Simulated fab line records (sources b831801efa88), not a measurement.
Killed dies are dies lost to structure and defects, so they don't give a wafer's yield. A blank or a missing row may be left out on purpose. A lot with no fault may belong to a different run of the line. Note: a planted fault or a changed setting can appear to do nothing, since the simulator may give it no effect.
Code-filled problem report in 8D (eight disciplines) form	flow gf180mcu	the parts of the form that need people (team, actions taken, sign-off) are left out

== 1. PROBLEM STATEMENT ==
At GF_M2_SPUTTER_00, cathodeDcPowerW averages 3716.3 W over 6 wafers from 2 lots, while fault-free wafers read 3999.9 W, standard deviation 0.73. That is -99 or more standard deviations from the usual mean.
The step: material Ti, target thk 37.5 nm, time 150 s.
Seen first at day 23 13:57 on pvdSputter-02, wafer L198.2. The record holds 39 wafers of 13 lots with a number at this step. Rule for "out" (also "out of limits"): further than 4 standard deviations from the usual mean. All remaining wafers that have a number are taken as sound.

== 2. WHAT THIS IS AND IS NOT ==
question	is	is not
which readings at this step	cathodeDcPowerW	throttleValvePct
which lots	L198, L201	L185, L186, L187, L188, L190, L191, L192, L202, L203, L205, L206
which wafers of those lots	all that have a number	-
read on which tools	pvdSputter-02	pvdSputter-01, pvdSputter-04
when	from day 23 13:57	up to then (21 sound wafers); but 12 sound wafers of L202, L203, L205, L206 came after

== 3. THE SUSPECTS, EACH WITH WHAT RULES IT OUT ==
Counting: a tool at a process step up to the reading stays a suspect if it ran every lot that is out and no sound lot after the first of them.
- plasmaAsher-04 at GF_V1_STRIP_18 (strips in O2/N2): ruled out as a lasting fault. After its first lot that is out, L198 (day 23 12:23), sound lots L202, L203, L206 ran on it.
- pvdSputter-02 at GF_M2_SPUTTER_00 (material Ti, target thk 37.5 nm, time 150 s): kept. It ran every lot that is out, first L198 (day 23 13:57), and no sound lot after that; its last sound lot up to then is L188 (day 19 19:06). On those wafers its own readings are out: cathodeDcPowerW.
Remaining after the count: pvdSputter-02 at GF_M2_SPUTTER_00.

== 4. THE CAUSE (what the simulator had put in) ==
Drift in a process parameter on pvdSputter-02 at GF_M2_SPUTTER_00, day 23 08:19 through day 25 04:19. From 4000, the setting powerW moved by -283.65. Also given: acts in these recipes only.
After counting, this tool was the only one left.

== 5. THE CHAIN OF EFFECTS, in route order ==
Rows list readings where the struck wafers' mean (over those with a number) sits beyond 3 standard deviations from the usual. Only readings for which the record gives a usual standard deviation are gone through. hours: the time from each lot's start at the first step in this table that gives one to its start at this step, as a median over the lots. sigmas: the change in usual standard deviations.
hours	step	reading	usual	on struck wafers	change	sigmas
0	GF_M2_SPUTTER_00	cathodeDcPowerW	3999.9 W	3716.3	-283.6	-99 or more
The process steps in it:
- GF_M2_SPUTTER_00: material Ti, target thk 37.5 nm, time 150 s.

== 6. HOW IT WOULD HAVE BEEN CAUGHT EARLIER ==
In this record no reading fell out of limits until day 23 13:57, 6 hours after the fault had begun at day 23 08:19.
